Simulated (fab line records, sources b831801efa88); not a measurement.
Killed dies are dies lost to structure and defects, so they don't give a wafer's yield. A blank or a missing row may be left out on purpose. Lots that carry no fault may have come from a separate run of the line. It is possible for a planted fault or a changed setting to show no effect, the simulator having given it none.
A lot that was struck, set against a sound lot	flow gf180mcu	15 out of 602 route steps
Sound: these wafers, L898.3, L898.5, L898.6. Wafers L905.1, L905.2, L905.6 were the ones struck. At the end, the cause is stated.
Order at every step that has rows: each side's tool, ch and its chambers, its first start. Under that, the readings that differ: sound wafers	struck wafers	difference of the means	sigmas: that difference in standard deviations of wafers without a fault.
alike: readings whose means differ by less than 2 such deviations, and words and numbers that are the same on both sides. not compared: withheld readings, readings that some wafer has no value for, bounds like >300 that may hide the same value, and numbers for which the record gives no deviation and whose values overlap.
A row with sigmas, a row that says differs or no value, or rows on one side alone: a step with any of these is where the two part. Non-overlapping numbers with no deviation appear without sigmas and do not part them. Lack of a reading on every wafer of one side parts them only where that side has two or more wafers.

first, 7 steps without rows for these wafers: GF_V3_HMDS_07 (prime time 60 s); GF_V3_COAT_08; GF_V3_COAT_09 (resist thk 1000 nm); GF_V3_SOFTBAKE_10 (time 60 s); GF_V3_EXPOSE_11 (exposes mask Via3, target cd 260 nm); GF_V3_PEB_12 (peb time 90 s); GF_V3_DEVELOP_13 (develop time 60 s).
GF_V3_CD_MEAS_14: the cd target is 260 nm.
  sound on cd_sem-01, day 23 04:40; struck on cd_sem-02, day 25 02:42
  alike: cd_nm
GF_V3_OVL_MEAS_15:
  sound on overlay-02, day 23 04:46; struck on overlay-02, day 25 02:49
  alike: V3_OVL
GF_V3_ETCH_16: etches BARC in N2/H2.
  sound on rie_diel-03 ch 1,2,3, day 23 04:47; struck on rie_diel-02 ch 0,1,2, day 25 02:52
  alike: drypump_motor_current_A, oes_product_au, throttle_valve_pct
GF_V3_ETCH_17: etches SiO2 in C4F8/O2/Ar, stops on TiN, target depth 635 nm.
  sound on rie_diel-03 ch 1,2,3; struck on rie_diel-02 ch 0,1,2
  alike: oes_product_au
GF_V3_STRIP_18: strips in O2/N2.
  sound on plasma_asher-03 ch 0,1, day 23 04:57; struck on plasma_asher-04 ch 0,1, day 25 02:59
  alike: chamber_pressure_mTorr, drypump_motor_current_A, heater_power_w, o2_flow_sccm, oes_product_au
  not compared: rf_hours_counter_h
GF_V3_STRIP_19: strips in post etch residue remover, time 1200 s.
  sound on wet_bench-02 ch 3, day 23 05:01; struck on wet_bench-03 ch 0, day 25 03:05
  no value came back on the struck wafers for bath_guard_temp_C (C), bath_heat_duty_pct (%); on the sound wafers bath_guard_temp_C (C) reads 72.1 72.0 71.8
then, 1 step without rows for these wafers: GF_V3_CLEAN_20 (cleans in DIW).
-- the record jumps here: 6 days lie between the struck wafers' starts before and after (it left off in module V3 and takes up again in module PASSIVATION, whose first step shown is number 602 of the route) --
GF_PASSIVATION_PROBE_99:
  sound on prober-01, day 29 17:45; struck on prober-01, day 31 08:12
reading	sound	struck	difference	sigmas
model.etest.via3_chain.rc_ohm	6.415 6.53 6.152	7.339 7.954 7.626	+1.274	

WHERE THEY PART
Only at GF_V3_STRIP_19, as far as this record shows.

WHY: the cause the simulator had injected
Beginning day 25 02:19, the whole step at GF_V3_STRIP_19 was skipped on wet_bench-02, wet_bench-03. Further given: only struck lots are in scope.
